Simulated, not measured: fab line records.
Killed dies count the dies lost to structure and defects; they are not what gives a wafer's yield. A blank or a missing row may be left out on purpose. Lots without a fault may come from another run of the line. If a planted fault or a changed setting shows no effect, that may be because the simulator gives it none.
fab line records	flow sky130	part 1 of 2: steps 1 to 29 of 39
record lots=5	wafers=15	last-day=50
route steps=708 shown SONOS_TUNNEL@167 SONOS_ONO@168 GATE_OXIDE@187 POLY_GATE@204
lots that met no fault: taken from a fault-free run of the same line
start-h: the number of hours between the record's first day and the start of the first shown wafer of the lot	wait-h: hours elapsed since this lot's preceding step	" as in the row above	L1.1+2: a row that stands for several wafers	- no value, or no start given	* or withheld: withheld	< > ~ a bound
route shown NAME@n: NAME is a module with steps in the file, n the number in the route of the first one	usual: the fault-free wafers' mean and standard deviation	same: alike in all rows	chamber/n: place in a boat	sites: per-site readings	_std_site: the standard deviation of these	_edge_site: mean of outer sites minus mean of inner sites	radius-mm: for every site, how far away it sits from the centre of the wafer	mask NAME#n: copy n	behind: the most recent tool/chamber to have shaped the wafer	hold: the reason the lot was held/the length of the hold in hours/how it ended	device: the transistor (n, p or np) that didn't switch	end of line: the same wafers' tests at the end of the route	a step without rows: its recipe alone	killed: at the first sort, the dies lost to defects and structure; wafer yield is something else	map: dies across one wafer; x = killed, . = not, _ = none there
set.NAME: the setting that was run; set.NAME@STEP: the one run at that earlier step	model.NAME: the simulator's own value behind a step, which no gauge read
lots seen at some steps along the route; tables by step, rows by wafer
services: a tool's chamber out of use, with start hour (start-h, from the record's first day; less than 0 if before it), hours out, and reason
## steps
# step SKY_SONOS_TUNNEL_CLEAN_13
# recipe chemistry=dHF	time-s=20	dilution=100:1	dry=ipa-marangoni
lot.wafer	tool	chamber	start-h	wait-h
L077.2+4+6	wet-bench-03	3	272.12	0.0
L087.1+3+6	wet-bench-03	1	352.11	0.1
L091.4+5+6	wet-bench-04	3	392.76	0.0
L095.1+2+3	wet-bench-01	3	414.81	0.1
L097.3+5+6	wet-bench-01	3	434.29	0.0
# step SKY_SONOS_ONO_OXIDATION_00
# recipe temp-c=800	ambient=O2	idle-temp-c=700	ramp-up-c-per-min=10	ramp-down-c-per-min=3	stabilise-s=600	purge-s=300	target-thk-a=26	ox-time-s=1249
# usual ox-temp-c=800.0/0.37	spike-tc-bottom-C=821.3/1	spike-tc-lower-C=801.5/0.97	zone-power-top-pct=30.0/0.8
lot.wafer	tool	chamber	start-h	wait-h	ox-temp-c	spike-tc-bottom-C	spike-tc-lower-C	zone-power-top-pct
L077.2	furnace-02	0	272.13	0.0	800.3	820.3	801.1	29.2
L077.4	"	0	"	"	799.8	821.4	801.3	29.0
L077.6	"	0	"	"	800.1	820.5	802.3	29.5
L087.1	furnace-02	0	352.73	0.6	799.3	822.3	800.5	29.4
L087.3	"	0	"	"	799.6	821.4	801.6	29.2
L087.6	"	0	"	"	799.5	822.4	801.9	29.1
L091.4	furnace-01	0	393.26	0.5	800.5	820.4	802.7	30.9
L091.5	"	0	"	"	800.4	820.8	800.2	30.3
L091.6	"	0	"	"	800.2	822.0	803.1	30.7
L095.1	furnace-02	0	416.77	1.9	799.8	823.3	803.0	29.1
L095.2	"	0	"	"	799.8	821.1	800.5	28.8
L095.3	"	0	"	"	799.8	820.2	799.8	29.4
L097.3	furnace-02	0	434.31	0.0	799.8	819.8	802.0	28.9
L097.5	"	0	"	"	799.8	823.9	800.6	29.7
L097.6	"	0	"	"	800.6	822.9	802.1	29.3
# step SKY_SONOS_ONO_THK_MEAS_01
# recipe reads=SiO2_of_SONOS_ONO_OXIDATION_00
# usual SONOS_ONO_OXIDATION_THK=2.62/0.052
lot.wafer	tool	chamber	start-h	wait-h	SONOS_ONO_OXIDATION_THK[nm]
L077.2	film-metro-03	-	273.49	0.0	2.68
L077.4	"	-	"	"	2.65
L077.6	"	-	"	"	2.67
L087.1	film-metro-03	-	354.08	0.0	2.62
L087.3	"	-	"	"	2.62
L087.6	"	-	"	"	2.58
L091.4	film-metro-03	-	394.64	0.0	2.60
L091.5	"	-	"	"	2.60
L091.6	"	-	"	"	2.61
L095.1	film-metro-03	-	418.12	0.0	2.67
L095.2	"	-	"	"	2.58
L095.3	"	-	"	"	2.63
L097.3	film-metro-03	-	435.67	0.0	2.64
L097.5	"	-	"	"	2.64
L097.6	"	-	"	"	2.73
# step SKY_SONOS_ONO_CVD_02
# recipe material=Si3N4	precursor=DCS/NH3	target-thk-nm=10.5	temp-c=770	time-s=180	pressure-mtorr=250
# usual spike-tc-bottom-C=784.0/1.7	spike-tc-lower-C=770.9/0.99	zone-power-top-pct=25.5/1.6
lot.wafer	tool	chamber	start-h	wait-h	spike-tc-bottom-C	spike-tc-lower-C	zone-power-top-pct
L077.2	lpcvd-02	1	274.69	1.2	784.6	770.4	27.1
L077.4	"	1	"	"	784.5	770.1	27.0
L077.6	"	1	"	"	785.1	769.0	27.2
L087.1	lpcvd-02	1	354.52	0.4	786.5	771.3	27.1
L087.3	"	1	"	"	786.0	770.8	26.9
L087.6	"	1	"	"	784.9	769.0	27.1
L091.4	lpcvd-02	0	394.67	0.0	782.6	771.0	24.3
L091.5	"	0	"	"	781.1	771.0	24.4
L091.6	"	0	"	"	782.2	769.3	24.0
L095.1	lpcvd-02	0	418.18	0.1	784.0	771.7	23.8
L095.2	"	0	"	"	782.0	771.7	23.9
L095.3	"	0	"	"	780.9	772.5	23.4
L097.3	lpcvd-02	1	435.71	0.0	785.0	770.7	27.0
L097.5	"	1	"	"	784.1	770.9	27.0
L097.6	"	1	"	"	784.3	771.9	26.9
# step SKY_SONOS_ONO_THK_MEAS_03
# recipe reads=Si3N4_of_SONOS_ONO_CVD_02
# usual SONOS_ONO_CVD_02_THK=10.55/0.13
lot.wafer	tool	chamber	start-h	wait-h	SONOS_ONO_CVD_02_THK[nm]
L077.2	film-metro-03	-	275.75	0.0	10.57
L077.4	"	-	"	"	10.63
L077.6	"	-	"	"	10.53
L087.1	film-metro-01	-	355.57	0.0	10.76
L087.3	"	-	"	"	10.81
L087.6	"	-	"	"	10.78
L091.4	film-metro-02	-	395.75	0.0	10.44
L091.5	"	-	"	"	10.48
L091.6	"	-	"	"	10.40
L095.1	film-metro-03	-	419.23	0.0	10.56
L095.2	"	-	"	"	10.59
L095.3	"	-	"	"	10.49
L097.3	film-metro-02	-	436.78	0.0	10.45
L097.5	"	-	"	"	10.39
L097.6	"	-	"	"	10.34
# step SKY_SONOS_ONO_CVD_04
# recipe material=SiO2	precursor=SiH4/N2O	target-thk-nm=5.7199	temp-c=900	pressure-mtorr=400
# usual spike-tc-bottom-C=917.6/1.5	spike-tc-lower-C=899.6/1.2	zone-power-top-pct=32.6/2.9
lot.wafer	tool	chamber	start-h	wait-h	spike-tc-bottom-C	spike-tc-lower-C	zone-power-top-pct
L077.2	lpcvd-03	0	275.80	0.0	918.3	898.9	30.4
L077.4	"	0	"	"	918.4	899.6	29.7
L077.6	"	0	"	"	918.1	899.5	29.6
L087.1	lpcvd-03	0	355.63	0.1	918.9	898.6	30.2
L087.3	"	0	"	"	919.1	899.6	30.2
L087.6	"	0	"	"	919.5	896.9	30.5
L091.4	lpcvd-03	0	395.78	0.0	919.0	898.0	30.1
L091.5	"	0	"	"	918.8	898.7	30.5
L091.6	"	0	"	"	917.9	898.2	30.1
L095.1	lpcvd-03	1	419.29	0.1	916.4	900.4	36.1
L095.2	"	1	"	"	916.1	899.8	36.1
L095.3	"	1	"	"	914.7	901.5	35.1
L097.3	lpcvd-03	1	436.82	0.0	915.1	899.2	35.7
L097.5	"	1	"	"	917.3	900.3	35.2
L097.6	"	1	"	"	916.2	900.3	35.6
# step SKY_SONOS_ONO_THK_MEAS_05
# recipe reads=SiO2_of_SONOS_ONO_CVD_04
# usual SONOS_ONO_CVD_04_THK=5.77/0.13
lot.wafer	tool	chamber	start-h	wait-h	SONOS_ONO_CVD_04_THK[nm]
L077.2	film-metro-01	-	277.06	0.0	5.85
L077.4	"	-	"	"	5.80
L077.6	"	-	"	"	5.71
L087.1	film-metro-03	-	356.88	0.0	5.77
L087.3	"	-	"	"	5.66
L087.6	"	-	"	"	5.68
L091.4	film-metro-03	-	397.06	0.0	5.64
L091.5	"	-	"	"	5.71
L091.6	"	-	"	"	5.71
L095.1	film-metro-02	-	420.54	0.0	5.88
L095.2	"	-	"	"	5.76
L095.3	"	-	"	"	5.76
L097.3	film-metro-03	-	438.09	0.0	5.47
L097.5	"	-	"	"	5.63
L097.6	"	-	"	"	5.50
# step SKY_SONOS_ONO_DEHYDRATE_06
# recipe temp-c=200	time-s=60
lot.wafer	tool	chamber	start-h	wait-h
L077.2+4+6	litho-track-04	0	289.23	12.2
L087.1+3+6	litho-track-04	0	370.05	13.2
L091.4+5+6	litho-track-03	0	410.85	13.8
L095.1+2+3	litho-track-04	0	434.75	14.2
L097.3+5+6	litho-track-04	0	453.55	15.4
# step SKY_SONOS_ONO_HMDS_07
# recipe prime-time-s=60	prime-temp-c=120
# usual prime-temp-c=119.99/0.15
lot.wafer	tool	chamber	start-h	wait-h	prime-temp-c
L077.2	litho-track-04	0	289.38	0.1	120.37
L077.4	"	0	"	"	120.30
L077.6	"	0	"	"	120.33
L087.1	litho-track-04	0	370.20	0.1	119.93
L087.3	"	0	"	"	119.92
L087.6	"	0	"	"	119.87
L091.4	litho-track-03	0	411.00	0.1	119.92
L091.5	"	0	"	"	120.08
L091.6	"	0	"	"	120.01
L095.1	litho-track-04	0	434.90	0.1	120.03
L095.2	"	0	"	"	119.95
L095.3	"	0	"	"	119.94
L097.3	litho-track-04	0	453.70	0.1	119.73
L097.5	"	0	"	"	119.94
L097.6	"	0	"	"	119.91
# step SKY_SONOS_ONO_COAT_08
# recipe resist=NOVOLAK	spin-rpm=3000	resist-thk-nm=1140
lot.wafer	tool	chamber	start-h	wait-h
L077.2+4+6	litho-track-04	0	289.53	0.1
L087.1+3+6	litho-track-04	0	370.35	0.1
L091.4+5+6	litho-track-03	0	411.15	0.1
L095.1+2+3	litho-track-04	0	435.05	0.1
L097.3+5+6	litho-track-04	0	453.85	0.1
# step SKY_SONOS_ONO_SOFTBAKE_09
# recipe temp-c=90	time-s=60	resist=NOVOLAK
lot.wafer	tool	chamber	start-h	wait-h
L077.2+4+6	litho-track-04	0	289.68	0.1
L087.1+3+6	litho-track-04	0	370.50	0.1
L091.4+5+6	litho-track-03	0	411.30	0.1
L095.1+2+3	litho-track-04	0	435.20	0.1
L097.3+5+6	litho-track-04	0	454.00	0.1
# step SKY_SONOS_ONO_EXPOSE_10
# recipe mask-id=ONOM	target-cd-nm=410	na=0.6	source-shape=conventional	sigma-outer=0.6	dose-mj=150
lot.wafer	tool	chamber	start-h	wait-h	mask
L077.2+4+6	iline-stepper-01	0	-	-	ONOM#0
L087.1+3+6	iline-stepper-01	0	-	-	ONOM#0
L091.4+5+6	iline-stepper-02	0	-	-	ONOM#0
L095.1+2+3	iline-stepper-02	0	-	-	ONOM#0
L097.3+5+6	iline-stepper-02	0	-	-	ONOM#0
# step SKY_SONOS_ONO_PEB_11
# recipe temp-c=withheld	time-s=*	resist=NOVOLAK
lot.wafer	tool	chamber	start-h	wait-h
L077.2+4+6	litho-track-01	0	-	-
L087.1+3+6	litho-track-03	0	-	-
L091.4+5+6	litho-track-03	0	-	-
L095.1+2+3	litho-track-04	0	-	-
L097.3+5+6	litho-track-04	0	-	-
# step SKY_SONOS_ONO_DEVELOP_12
# recipe develop-time-s=60	dev-temp-c=23
lot.wafer	tool	chamber	start-h	wait-h
L077.2+4+6	litho-track-01	0	301.56	0.1
L087.1+3+6	litho-track-03	0	385.12	0.1
L091.4+5+6	litho-track-03	0	426.79	0.1
L095.1+2+3	litho-track-04	0	450.85	0.1
L097.3+5+6	litho-track-04	0	468.80	0.1
# step SKY_SONOS_ONO_CD_MEAS_13
# recipe target-cd-nm=410
# usual cd-nm=409.6/2
lot.wafer	tool	chamber	start-h	wait-h	cd-nm
L077.2	cd-sem-02	-	301.70	0.1	411.3
L077.4	"	-	"	"	409.6
L077.6	"	-	"	"	411.4
L087.1	cd-sem-02	-	385.27	0.1	409.7
L087.3	"	-	"	"	414.5
L087.6	"	-	"	"	414.5
L091.4	cd-sem-02	-	426.93	0.1	406.8
L091.5	"	-	"	"	407.5
L091.6	"	-	"	"	410.7
L095.1	cd-sem-02	-	451.00	0.1	413.6
L095.2	"	-	"	"	411.1
L095.3	"	-	"	"	410.8
L097.3	cd-sem-01	-	468.94	0.1	407.0
L097.5	"	-	"	"	410.7
L097.6	"	-	"	"	408.7
# step SKY_SONOS_ONO_OVL_MEAS_14
# usual SONOS_ONO_OVL=1.0/1.5
lot.wafer	tool	chamber	start-h	wait-h	SONOS_ONO_OVL[nm]
L077.2	overlay-02	-	301.81	0.1	2.2
L077.4	"	-	"	"	2.9
L077.6	"	-	"	"	1.8
L087.1	overlay-02	-	385.39	0.1	3.1
L087.3	"	-	"	"	2.8
L087.6	"	-	"	"	2.8
L091.4	overlay-02	-	427.01	0.1	1.0
L091.5	"	-	"	"	2.6
L091.6	"	-	"	"	1.3
L095.1	overlay-01	-	451.12	0.1	0.1
L095.2	"	-	"	"	1.2
L095.3	"	-	"	"	-0.5
L097.3	overlay-01	-	469.03	0.1	-0.6
L097.5	"	-	"	"	0.2
L097.6	"	-	"	"	0.0
# step SKY_SONOS_ONO_ETCH_15
# recipe target-depth-nm=19.52	chemistry=CHF3/O2	source-w=600	bias-w=200	pressure-mtorr=40	chf3-flow-sccm=50	O2_flow_sccm=5	time-s=7.8
# usual chf3-flow-sccm=50.00/0.13	drypump-motor-current-A=5.7/0.46	oes-product-au=0.996/0.0087	throttle-valve-pct=8.825/0.0086
lot.wafer	tool	chamber	start-h	wait-h	chf3-flow-sccm	drypump-motor-current-A	oes-product-au	rf-hours-counter-h	throttle-valve-pct
L077.2	rie-diel-03	2	301.84	0.0	49.90	5.9	1.003	86	8.829
L077.4	"	0	"	"	50.05	5.3	1.005	70	8.823
L077.6	"	1	"	"	49.92	6.4	0.999	-	8.832
L087.1	rie-diel-01	0	385.43	0.0	49.94	5.4	0.993	5	8.824
L087.3	"	1	"	"	50.02	5.6	1.003	36	8.835
L087.6	"	1	"	"	49.86	5.6	0.994	-	8.813
L091.4	rie-diel-03	3	427.03	0.0	49.91	5.2	1.003	63	8.833
L091.5	"	1	"	"	50.07	6.4	0.996	-	8.827
L091.6	"	2	"	"	50.09	5.9	0.998	-	8.821
L095.1	rie-diel-04	1	451.16	0.0	50.05	5.1	0.989	6	8.822
L095.2	"	2	"	"	49.96	5.6	1.007	3	8.834
L095.3	"	0	"	"	50.18	5.5	0.988	5	8.821
L097.3	rie-diel-03	0	469.06	0.0	50.11	5.3	1.014	74	8.826
L097.5	"	0	"	"	50.05	5.3	1.003	-	8.827
L097.6	"	3	"	"	49.85	5.2	1.003	-	8.830
# step SKY_SONOS_ONO_WET_ETCH_16
# recipe chemistry=dHF	target-depth-nm=14	dry=n2-spin	target=SiO2	dilution=100:1	temp-c=25	time-s=280
lot.wafer	tool	chamber	start-h	wait-h
L077.2+4+6	wet-bench-02	1	301.86	0.0
L087.1+3+6	wet-bench-02	2	385.45	0.0
L091.4+5+6	wet-bench-04	2	427.05	0.0
L095.1+2+3	wet-bench-04	1	451.18	0.0
L097.3+5+6	wet-bench-02	1	469.08	0.0
# step SKY_SONOS_ONO_STRIP_17
# recipe chemistry=O2/N2	power-w=1400	pressure-mtorr=1500	platen-temp-c=withheld	o2-flow-sccm=3000	n2-flow-sccm=300	overash-fraction=0.5
# usual drypump-motor-current-A=5.57/0.14	oes-product-au=0.710/0.0049	strip-time-to-endpoint-s=14.10/0.035
# same overash-fraction=0.5
lot.wafer	tool	chamber	start-h	wait-h	drypump-motor-current-A	oes-product-au	rf-hours-counter-h	strip-time-to-endpoint-s
L077.2	plasma-asher-03	1	301.95	0.0	5.57	0.712	61	14.15
L077.4	"	0	"	"	5.55	0.718	-	14.16
L077.6	"	0	"	"	5.55	0.709	-	14.13
L087.1	plasma-asher-03	0	385.53	0.0	5.58	0.713	70	14.06
L087.3	"	0	"	"	5.56	0.712	-	14.10
L087.6	"	1	"	"	5.57	0.707	-	14.07
L091.4	plasma-asher-01	1	427.17	0.0	5.52	0.711	-	14.11
L091.5	"	0	"	"	5.57	0.704	-	14.07
L091.6	"	1	"	"	5.51	0.714	-	14.10
L095.1	plasma-asher-03	0	451.27	0.0	5.54	0.713	2	14.04
L095.2	"	1	"	"	5.57	0.717	2	14.07
L095.3	"	0	"	"	5.55	0.706	-	14.08
L097.3	plasma-asher-03	0	469.21	0.0	5.53	0.710	-	14.13
L097.5	"	0	"	"	5.54	0.701	-	14.17
L097.6	"	1	"	"	5.57	0.716	-	14.13
# step SKY_SONOS_ONO_WET_ETCH_18
# recipe chemistry=H3PO4	target-depth-nm=15	target=Si3N4	temp-c=160	time-s=172
lot.wafer	tool	chamber	start-h	wait-h
L077.2+4+6	wet-bench-03	1	302.05	0.1
L087.1+3+6	wet-bench-03	3	385.63	0.1
L091.4+5+6	wet-bench-02	3	427.23	0.0
L095.1+2+3	wet-bench-02	0	451.37	0.1
L097.3+5+6	wet-bench-04	0	469.27	0.0
# step SKY_GATE_OXIDE_CLEAN_00
# recipe chemistry=SC1/SC2	mix=1:4:20	temp-c=70	time-s=150	dry=n2-spin
lot.wafer	tool	chamber	start-h	wait-h
L077.2+4+6	wet-bench-02	2	302.16	0.0
L087.1+3+6	wet-bench-02	0	385.69	0.0
L091.4+5+6	wet-bench-04	3	427.29	0.0
L095.1+2+3	wet-bench-04	0	451.43	0.0
L097.3+5+6	wet-bench-04	1	469.33	0.0
# step SKY_GATE_OXIDE_OXIDATION_01
# recipe temp-c=900	ambient=O2	stabilise-s=600	purge-s=300	target-thk-a=102.68	ox-time-s=1473
# usual ox-temp-c=900.0/0.43	spike-tc-bottom-C=920.3/1.1	spike-tc-lower-C=901.5/0.93	zone-power-top-pct=36.2/0.94
lot.wafer	tool	chamber	start-h	wait-h	ox-temp-c	spike-tc-bottom-C	spike-tc-lower-C	zone-power-top-pct
L077.2	furnace-02	0	302.99	0.8	900.8	919.3	901.7	35.0
L077.4	"	0	"	"	900.5	919.5	900.8	35.3
L077.6	"	0	"	"	900.4	919.5	900.9	35.5
L087.1	furnace-02	0	385.80	0.1	900.3	920.5	900.4	36.0
L087.3	"	0	"	"	900.2	922.0	900.7	35.7
L087.6	"	0	"	"	900.1	921.1	902.9	35.6
L091.4	furnace-02	0	427.99	0.6	899.5	921.5	902.5	35.1
L091.5	"	0	"	"	899.7	919.1	898.9	35.4
L091.6	"	0	"	"	899.6	921.9	900.3	35.2
L095.1	furnace-01	0	451.48	0.0	900.5	921.2	899.4	37.2
L095.2	"	0	"	"	899.4	919.2	901.3	36.8
L095.3	"	0	"	"	899.6	919.5	901.7	36.7
L097.3	furnace-01	0	469.53	0.2	899.7	921.0	901.2	37.3
L097.5	"	0	"	"	898.9	921.4	901.0	37.6
L097.6	"	0	"	"	899.5	921.5	900.6	37.6
# step SKY_GATE_OXIDE_THK_MEAS_02
# recipe reads=SiO2_of_GATE_OXIDE_OXIDATION_01
# usual GATE_OXIDE_OXIDATION_00_THK=10.27/0.2
lot.wafer	tool	chamber	start-h	wait-h	GATE_OXIDE_OXIDATION_00_THK[nm]
L077.2	film-metro-02	-	304.41	0.0	10.06
L077.4	"	-	"	"	10.12
L077.6	"	-	"	"	10.13
L087.1	film-metro-03	-	387.21	0.0	10.67
L087.3	"	-	"	"	10.61
L087.6	"	-	"	"	10.54
L091.4	film-metro-04	-	429.43	0.0	10.39
L091.5	"	-	"	"	10.55
L091.6	"	-	"	"	10.49
L095.1	film-metro-02	-	452.89	0.0	10.29
L095.2	"	-	"	"	10.38
L095.3	"	-	"	"	10.29
L097.3	film-metro-03	-	470.96	0.0	10.78
L097.5	"	-	"	"	10.64
L097.6	"	-	"	"	10.67
# step SKY_GATE_OXIDE_DEHYDRATE_03
# recipe temp-c=200	time-s=60
lot.wafer	tool	chamber	start-h	wait-h
L077.2+4+6	litho-track-04	0	316.98	12.6
L087.1+3+6	litho-track-03	0	401.47	14.2
L091.4+5+6	litho-track-04	0	444.43	15.0
L095.1+2+3	litho-track-02	0	467.36	14.5
L097.3+5+6	litho-track-03	0	486.17	15.2
# step SKY_GATE_OXIDE_HMDS_04
# recipe prime-time-s=60	prime-temp-c=120
# usual prime-temp-c=119.97/0.13
lot.wafer	tool	chamber	start-h	wait-h	prime-temp-c
L077.2	litho-track-04	0	317.13	0.1	120.12
L077.4	"	0	"	"	119.95
L077.6	"	0	"	"	119.89
L087.1	litho-track-03	0	401.62	0.1	119.95
L087.3	"	0	"	"	119.76
L087.6	"	0	"	"	119.78
L091.4	litho-track-04	0	444.58	0.1	119.97
L091.5	"	0	"	"	120.04
L091.6	"	0	"	"	120.00
L095.1	litho-track-02	0	467.51	0.1	119.89
L095.2	"	0	"	"	119.84
L095.3	"	0	"	"	120.23
L097.3	litho-track-03	0	486.32	0.1	119.87
L097.5	"	0	"	"	119.73
L097.6	"	0	"	"	119.85
# step SKY_GATE_OXIDE_COAT_05
# recipe resist=NOVOLAK	spin-rpm=3000	resist-thk-nm=1140
lot.wafer	tool	chamber	start-h	wait-h
L077.2+4+6	litho-track-04	0	317.28	0.1
L087.1+3+6	litho-track-03	0	401.77	0.1
L091.4+5+6	litho-track-04	0	444.73	0.1
L095.1+2+3	litho-track-02	0	467.66	0.1
L097.3+5+6	litho-track-03	0	486.47	0.1
# step SKY_GATE_OXIDE_SOFTBAKE_06
# recipe temp-c=90	time-s=60	resist=NOVOLAK
lot.wafer	tool	chamber	start-h	wait-h
L077.2+4+6	litho-track-04	0	317.43	0.1
L087.1+3+6	litho-track-03	0	401.92	0.1
L091.4+5+6	litho-track-04	0	444.88	0.1
L095.1+2+3	litho-track-02	0	467.81	0.1
L097.3+5+6	litho-track-03	0	486.62	0.1
# step SKY_GATE_OXIDE_EXPOSE_07
# recipe mask-id=LVOM	na=0.6	source-shape=conventional	sigma-outer=0.6	polarization=unpolarized	target-cd-nm=600	dose-mj=170
lot.wafer	tool	chamber	start-h	wait-h	mask
L077.2+4+6	iline-stepper-02	0	-	-	LVOM#0
L087.1+3+6	iline-stepper-02	0	-	-	LVOM#0
L091.4+5+6	iline-stepper-01	0	-	-	LVOM#0
L095.1+2+3	iline-stepper-01	0	-	-	LVOM#0
L097.3+5+6	iline-stepper-01	0	-	-	LVOM#0
# step SKY_GATE_OXIDE_PEB_08
# recipe temp-c=withheld	time-s=*	resist=NOVOLAK
lot.wafer	tool	chamber	start-h	wait-h
L077.2+4+6	litho-track-02	0	-	-
L087.1+3+6	litho-track-03	0	-	-
L091.4+5+6	litho-track-04	0	-	-
L095.1+2+3	litho-track-03	0	-	-
L097.3+5+6	litho-track-03	0	-	-
